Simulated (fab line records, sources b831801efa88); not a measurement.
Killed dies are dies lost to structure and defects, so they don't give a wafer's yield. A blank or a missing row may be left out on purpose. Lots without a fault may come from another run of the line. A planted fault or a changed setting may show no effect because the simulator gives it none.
A struck lot beside a sound one | flow gf180mcu | 17 steps out of a route of 602
Sound: wafers L485.1, L485.4, L485.5. Struck: wafers L490.5, L490.6. (L490.3 of the same lot was not struck and is left out.) The cause comes at the end.
At each step with rows: each side's tool, then ch and its chambers, then its first start. Under that, the readings that differ: sound wafers | struck wafers | difference of the means | sigmas: that difference in standard deviations of wafers without a fault.
alike: readings whose means differ by less than 2 such deviations, and words and numbers that are the same on both sides. not compared: withheld readings, readings that some wafer has no value for, bounds like >300 that may hide the same value, and numbers for which the record gives no deviation and whose values overlap.
The two part at a step that has a row with sigmas, a row that says differs or no value, or rows on one side only. Numbers that don't overlap but have no deviation are shown without sigmas and don't part them. A reading that every wafer of one side lacks parts them only if that side has two wafers or more.

first, 4 steps without rows for these wafers: GF_M2_SOFTBAKE_10 (time 60 s); GF_M2_EXPOSE_11 (exposes mask Metal2, target cd 280 nm); GF_M2_PEB_12 (peb time 90 s); GF_M2_DEVELOP_13 (develop time 60 s).
GF_M2_CD_MEAS_14: target cd 280 nm.
  sound on cd_sem-01, day 21 19:03; struck on cd_sem-01, day 23 08:38
  alike: cd_nm
GF_M2_OVL_MEAS_15:
  sound on overlay-01, day 21 19:10; struck on overlay-01, day 23 08:44
  alike: M2_OVL
GF_M2_METAL_ETCH_16: etches the open film in Cl2/BCl3, stops on SiO2, target depth 750.8 nm, time 125.1 s.
  sound on rie_metal-04 ch 0,1, day 21 19:12; struck on rie_metal-04 ch 0, day 23 08:50
  alike: drypump_motor_current_A, oes_product_au, rf_fwd_power_W, throttle_valve_pct
  not compared: rf_hours_counter_h
GF_M2_STRIP_17: strips in O2/N2.
  sound on plasma_asher-02 ch 0,1, day 21 19:20; struck on plasma_asher-04 ch 0,1, day 23 09:03
  alike: drypump_motor_current_A, heater_power_w, oes_product_au, strip_time_to_endpoint_s
  not compared: rf_hours_counter_h
then, 3 steps without rows for these wafers: GF_M2_STRIP_18 (strips in post etch residue remover, time 1200 s); GF_M2_CLEAN_19 (cleans in DIW); GF_V2_CVD_00 (deposits SiO2, target thk 600 nm, time 100 s).
GF_V2_THK_MEAS_01:
  sound on film_metro-01, day 21 19:56; struck on film_metro-02, day 23 09:40
  alike: V2_CVD_00_THK
GF_V2_CVD_02: deposits SiO2 from TEOS, target thk 850 nm, time 94.851 s.
  sound on pecvd-03 ch 0,1,2, day 21 20:00; struck on pecvd-03 ch 0,1, day 23 09:43
  reading                             | sound             | struck    | difference | sigmas
  model.SiO2_of_V2_CVD_02.thk_nm (nm) | 851.3 862.1 853.8 | 763.1 772 | -88.2      |
  alike: heater_power_w, rf_fwd_power_W
GF_V2_THK_MEAS_03:
  sound on film_metro-02, day 21 20:04; struck on film_metro-04, day 23 09:48
  reading            | sound       | struck  | difference | sigmas
  V2_CVD_02_THK (nm) | 851 862 853 | 763 772 | -88        | -9
GF_V2_CMP_04: polishes SiO2.
  sound on cmp-02 ch 1,3, day 21 20:08; struck on cmp-02 ch 0,1, day 23 09:59
  reading                | sound    | struck | difference | sigmas
  time_to_endpoint_s (s) | 89 89 90 | 48 48  | -41        | -8
  alike: motor_current_A
GF_V2_BOW_MEAS_05:
  sound on film_metro-01, day 21 20:26; struck on film_metro-04, day 23 10:11
  alike: V2_BOW
then, 1 step without rows for these wafers: GF_PASSIVATION_PROBE_99.

WHERE THEY PART
First at GF_V2_THK_MEAS_03; last, within this record, at GF_V2_CMP_04. Later steps at which nothing parts them and some readings are alike: GF_V2_BOW_MEAS_05.

WHY: what the simulator had put in
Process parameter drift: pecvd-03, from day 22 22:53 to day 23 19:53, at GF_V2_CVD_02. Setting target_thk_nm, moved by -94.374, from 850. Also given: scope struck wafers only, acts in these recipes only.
